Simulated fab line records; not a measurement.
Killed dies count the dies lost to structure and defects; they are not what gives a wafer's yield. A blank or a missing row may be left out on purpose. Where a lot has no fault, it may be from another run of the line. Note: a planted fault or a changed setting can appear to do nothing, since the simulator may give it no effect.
Which tool did it? || flow gf180mcu || 42 wafers from 14 lots sampled at 3 of the route's 602 steps

WHAT THE GAUGES READ, wafer by wafer
GF_V1_THK_MEAS_25: measures by xrf. Usual: V1_W_THK typically reads 349 nm, with standard deviation 7.4.
{"lot": "L540", "measured": "day 17 17:58", "on": "film_metro-02", "V1_W_THK (nm)": "339 341 336", "flag": ""}
{"lot": "L542", "measured": "day 19 18:44", "on": "film_metro-02", "V1_W_THK (nm)": "347 348 346", "flag": ""}
{"lot": "L543", "measured": "day 20 01:30", "on": "film_metro-02", "V1_W_THK (nm)": "346 345 344", "flag": ""}
{"lot": "L544", "measured": "day 20 03:21", "on": "film_metro-02", "V1_W_THK (nm)": "339 347 344", "flag": ""}
{"lot": "L546", "measured": "day 20 11:11", "on": "film_metro-01", "V1_W_THK (nm)": "353 352 360", "flag": ""}
{"lot": "L549", "measured": "day 21 20:36", "on": "film_metro-02", "V1_W_THK (nm)": "361 360 358", "flag": ""}
{"lot": "L550", "measured": "day 22 08:19", "on": "film_metro-02", "V1_W_THK (nm)": "358 360 356", "flag": ""}
{"lot": "L556", "measured": "day 24 05:07", "on": "film_metro-01", "V1_W_THK (nm)": "356 355 354", "flag": ""}
{"lot": "L558", "measured": "day 24 17:36", "on": "film_metro-02", "V1_W_THK (nm)": "367 353 359", "flag": ""}
{"lot": "L559", "measured": "day 25 00:50", "on": "film_metro-04", "V1_W_THK (nm)": "341 342 341", "flag": ""}
{"lot": "L560", "measured": "day 25 09:53", "on": "film_metro-01", "V1_W_THK (nm)": "338 344 337", "flag": ""}
{"lot": "L561", "measured": "day 25 14:12", "on": "film_metro-04", "V1_W_THK (nm)": "339 336 337", "flag": ""}
{"lot": "L562", "measured": "day 25 21:31", "on": "film_metro-02", "V1_W_THK (nm)": "352 357 352", "flag": ""}
{"lot": "L563", "measured": "day 26 06:41", "on": "film_metro-01", "V1_W_THK (nm)": "351 346 357", "flag": ""}

GF_M2_CD_MEAS_14 targets a cd of 280 nm. Usual: cd_nm reads 280.0 nm (standard deviation 1.2).
{"lot": "L540", "measured": "day 18 16:44", "on": "cd_sem-02", "cd_nm (nm)": "278.6 277.6 277.5", "flag": ""}
{"lot": "L542", "measured": "day 20 18:47", "on": "cd_sem-01", "cd_nm (nm)": "279.8 280.1 279.1", "flag": ""}
{"lot": "L543", "measured": "day 21 00:50", "on": "cd_sem-01", "cd_nm (nm)": "279.4 279.1 279.2", "flag": ""}
{"lot": "L544", "measured": "day 21 01:56", "on": "cd_sem-02", "cd_nm (nm)": "280.6 280.8 282.4", "flag": ""}
{"lot": "L546", "measured": "day 21 11:13", "on": "cd_sem-01", "cd_nm (nm)": "281.8 279.9 280.6", "flag": ""}
{"lot": "L549", "measured": "day 22 19:59", "on": "cd_sem-01", "cd_nm (nm)": "280.0 280.1 281.4", "flag": ""}
{"lot": "L550", "measured": "day 23 07:43", "on": "cd_sem-02", "cd_nm (nm)": "279.5 280.5 281.0", "flag": ""}
{"lot": "L556", "measured": "day 25 03:00", "on": "cd_sem-02", "cd_nm (nm)": "280.9 281.1 281.7", "flag": ""}
{"lot": "L558", "measured": "day 25 16:07", "on": "cd_sem-01", "cd_nm (nm)": "282.8 280.6 282.9", "flag": ""}
{"lot": "L559", "measured": "day 25 22:57", "on": "cd_sem-01", "cd_nm (nm)": "281.5 281.3 281.1", "flag": ""}
{"lot": "L560", "measured": "day 26 07:00", "on": "cd_sem-02", "cd_nm (nm)": "281.2 282.1 281.6", "flag": ""}
{"lot": "L561", "measured": "day 26 11:20", "on": "cd_sem-01", "cd_nm (nm)": "279.4 280.4 279.6", "flag": ""}
{"lot": "L562", "measured": "day 26 18:39", "on": "cd_sem-02", "cd_nm (nm)": "278.5 278.3 279.9", "flag": ""}
{"lot": "L563", "measured": "day 27 02:53", "on": "cd_sem-01", "cd_nm (nm)": "279.5 278.9 279.6", "flag": ""}

WHICH TOOL RAN EACH LOT (tool, then ch and the chambers of the sampled wafers, then the start)
{"lot": "L540", "GF_M2_SPUTTER_01": "pvd_sputter-03, day 17 18:25"}
{"lot": "L542", "GF_M2_SPUTTER_01": "pvd_sputter-02, day 19 19:11"}
{"lot": "L543", "GF_M2_SPUTTER_01": "pvd_sputter-03, day 20 01:58"}
{"lot": "L544", "GF_M2_SPUTTER_01": "pvd_sputter-03, day 20 03:49"}
{"lot": "L546", "GF_M2_SPUTTER_01": "pvd_sputter-01, day 20 11:38"}
{"lot": "L549", "GF_M2_SPUTTER_01": "pvd_sputter-01, day 21 21:04"}
{"lot": "L550", "GF_M2_SPUTTER_01": "pvd_sputter-03, day 22 08:46"}
{"lot": "L556", "GF_M2_SPUTTER_01": "pvd_sputter-02, day 24 05:34"}
{"lot": "L558", "GF_M2_SPUTTER_01": "pvd_sputter-03, day 24 18:04"}
{"lot": "L559", "GF_M2_SPUTTER_01": "pvd_sputter-01, day 25 01:16"}
{"lot": "L560", "GF_M2_SPUTTER_01": "pvd_sputter-01, day 25 10:20"}
{"lot": "L561", "GF_M2_SPUTTER_01": "pvd_sputter-02, day 25 14:40"}
{"lot": "L562", "GF_M2_SPUTTER_01": "pvd_sputter-02, day 25 21:58"}
{"lot": "L563", "GF_M2_SPUTTER_01": "pvd_sputter-01, day 26 07:09"}
- GF_M2_SPUTTER_01: material TiN, target thk 30 nm, time 25 s.

WHAT THE TOOLS THEMSELVES READ (means of the sampled wafers that have a number; where no wafer has one, the mark that the record gives instead)
GF_M2_SPUTTER_01. Usual: throttle_valve_pct reads 30.1 % (standard deviation 0.7).
{"lot": "L540", "tool": "pvd_sputter-03", "throttle_valve_pct (%)": 31.1, "flag": ""}
{"lot": "L542", "tool": "pvd_sputter-02", "throttle_valve_pct (%)": 29.7, "flag": ""}
{"lot": "L543", "tool": "pvd_sputter-03", "throttle_valve_pct (%)": 30.7, "flag": ""}
{"lot": "L544", "tool": "pvd_sputter-03", "throttle_valve_pct (%)": 30.4, "flag": ""}
{"lot": "L546", "tool": "pvd_sputter-01", "throttle_valve_pct (%)": 30.0, "flag": ""}
{"lot": "L549", "tool": "pvd_sputter-01", "throttle_valve_pct (%)": 29.8, "flag": ""}
{"lot": "L550", "tool": "pvd_sputter-03", "throttle_valve_pct (%)": 30.7, "flag": ""}
{"lot": "L556", "tool": "pvd_sputter-02", "throttle_valve_pct (%)": 30.0, "flag": ""}
{"lot": "L558", "tool": "pvd_sputter-03", "throttle_valve_pct (%)": 30.9, "flag": ""}
{"lot": "L559", "tool": "pvd_sputter-01", "throttle_valve_pct (%)": 29.8, "flag": ""}
{"lot": "L560", "tool": "pvd_sputter-01", "throttle_valve_pct (%)": 29.9, "flag": ""}
{"lot": "L561", "tool": "pvd_sputter-02", "throttle_valve_pct (%)": 30.0, "flag": ""}
{"lot": "L562", "tool": "pvd_sputter-02", "throttle_valve_pct (%)": 29.2, "flag": ""}
{"lot": "L563", "tool": "pvd_sputter-01", "throttle_valve_pct (%)": 30.0, "flag": ""}

THE ANSWER, worked out from the rows above alone
Rule: a lot is off if the mean of its wafers that have a number lies more than 3 standard deviations from the usual mean. A lot without any number at a reading at which 4 lots or more have one is off too. All remaining lots with rows at the step are treated as sound. The gauges are gone through in route order, then the tools' own readings, and for those a lot's mean is taken as printed above. At the first step where some lot is off, the reading lying furthest off is the one used; lots without a number count as furthest.
No lot is off on any of the readings shown, so nothing can be concluded from this.

WHAT THE SIMULATOR PUT IN
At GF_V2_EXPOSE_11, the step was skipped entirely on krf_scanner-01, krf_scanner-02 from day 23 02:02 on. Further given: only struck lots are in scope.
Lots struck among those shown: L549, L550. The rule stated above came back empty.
